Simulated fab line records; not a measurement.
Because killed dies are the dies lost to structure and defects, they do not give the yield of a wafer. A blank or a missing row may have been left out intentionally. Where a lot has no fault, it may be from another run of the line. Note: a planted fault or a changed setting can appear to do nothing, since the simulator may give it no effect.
Problem report in the 8D (eight disciplines) form, filled by code :: flow sky130 :: the parts of the form that need people (team, actions taken, sign-off) are left out

1. WHAT IS WRONG
killed-at-front-end at SKY_PAD_OPEN_PROBE_99 reads a mean of 68 on 6 wafers of 2 lots; wafers without a fault read 14 with a standard deviation of 4.4. Measured from the usual mean, that is +12 standard deviations.
The first sign was on wafer L206.2 at day 47 21:49, on prober-01. The record has a number at this step for 12 wafers belonging to 4 lots. By rule, "out" or "out of limits" means more than 4 standard deviations away from the usual mean. Any other wafer with a number is counted as sound.

2. WHAT IT IS, AND WHAT IT ISN'T
question: which readings at this step
is: killed-at-front-end
is not: killed_at_M0_to_M3, killed-at-contacts, killed-open, killed-short

question: which lots
is: L206, L209
is not: L202, L215

question: which wafers of those lots
is: all that have a number
is not: -

question: read on which tools
is: prober-01, prober-02
is not: -

question: when
is: from day 47 21:49
is not: up to then (3 sound wafers); but 3 sound wafers of L215 came after

3. THE SUSPECTS, EACH WITH WHAT RULES IT OUT
Counting: a tool at a process step up to the reading stays a suspect if it ran every lot that is out and no sound lot after the first of them.
- wet-bench-03 at SKY_FIELD_ISO_WET_ETCH_18 (etches Si3N4 in H3PO4, target depth 25 nm, time 286 s): kept. It processed each lot that is out, first L206 at day 4 01:45, and no sound lot thereafter; up to then, the last sound lot it processed was L202 at day 2 10:27.
The count leaves wet-bench-03 at SKY_FIELD_ISO_WET_ETCH_18.

4. THE CAUSE (what the simulator had put in)
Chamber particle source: wet-bench-03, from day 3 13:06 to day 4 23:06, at SKY_FIELD_ISO_WET_ETCH_18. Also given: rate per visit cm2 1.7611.
The count eliminated every tool but this one.

5. THE EFFECT CHAIN, in route order
Each row: a reading whose mean over the struck wafers that have a number lies more than 3 standard deviations from the usual. Only readings for which the record gives a usual standard deviation are gone through. hours: the time from each lot's start at the first step in this table that gives one to its start at this step, as a median over the lots. sigmas: the change in usual standard deviations.
hours: 0
step: SKY_PAD_OPEN_PROBE_99
reading: killed-at-front-end
usual: 14
on struck wafers: 68
change: +54
sigmas: +12

hours: 0
step: SKY_PAD_OPEN_PROBE_99
reading: killed-dies
usual: 86
on struck wafers: 138
change: +52
sigmas: +5.6

hours: 0
step: SKY_PAD_OPEN_PROBE_99
reading: killed-on-rim
usual: 17
on struck wafers: 29
change: +12
sigmas: +3.1
Here are the process steps it includes:
- SKY_PAD_OPEN_PROBE_99

6. WHAT WOULD HAVE CAUGHT IT SOONER
In this record the first reading out of limits was taken at day 47 21:49, 1065 hours after the fault began at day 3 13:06.
No tool reading at SKY_FIELD_ISO_WET_ETCH_18 that has a usual standard deviation in the record was out on any struck wafer, so an alarm limit of 4 standard deviations on those readings would not have fired.
All the lots that are out (2) had begun SKY_FIELD_ISO_WET_ETCH_18 on wet-bench-03 by day 47 21:49. Had the tool been put on hold then, not one of them would have been saved.
